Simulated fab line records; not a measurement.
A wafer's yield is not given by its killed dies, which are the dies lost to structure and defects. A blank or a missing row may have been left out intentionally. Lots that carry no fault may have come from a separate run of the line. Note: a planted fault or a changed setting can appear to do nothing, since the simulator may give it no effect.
Chamber matching ; flow gf180mcu ; 4 sister chambers for GF_V3_CMP_26 on cmp-01
The step polishes, stops on SiO2, t overpolish 15 s, target thk 0 nm. 4 wafers are shown with their chamber, then 7 later ones without.

## WAFERS PAIRED WITH THEIR CHAMBERS
wafer;chamber;motor_current_A (A)
L760.5;2;12.8
L762.2;3;8.7
L762.3;1;10.6
L762.5;0;9.3

## WAFERS MISSING THEIR CHAMBER
wafer;motor_current_A (A)
L763.4;8.4
L763.5;8.8
L763.6;8.8
L771.3;12.2
L771.5;12.5
L773.2;8.8
L773.5;8.7

## EACH ONE'S CHAMBER
wafer;from the rows above;in truth
L763.4;3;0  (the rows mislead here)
L763.5;can't be placed: 3 or 0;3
L763.6;can't be placed: 3 or 0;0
L771.3;2;2
L771.5;2;2
L773.2;can't be placed: 3 or 0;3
L773.5;3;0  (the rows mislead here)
Correct placement for 2 of the 7. Unplaceable from these rows: 3, with the true chamber sitting among the candidates in 3. Number placed wrongly: 2.
How it was worked out, from the rows above alone: a wafer's distance from a chamber is the root of the sum, over the readings, of the square of ((its reading less the chamber's mean) divided by the reading's scatter). The wafer belongs to the nearest chamber; if the next one is less than 2 further off, it can't be placed. For every chamber, the mean is computed from those of its wafers that are shown. The scatter (one wafer shown for each chamber): square how far every hidden wafer sits from the nearest shown wafer, average those squares and take the square root.
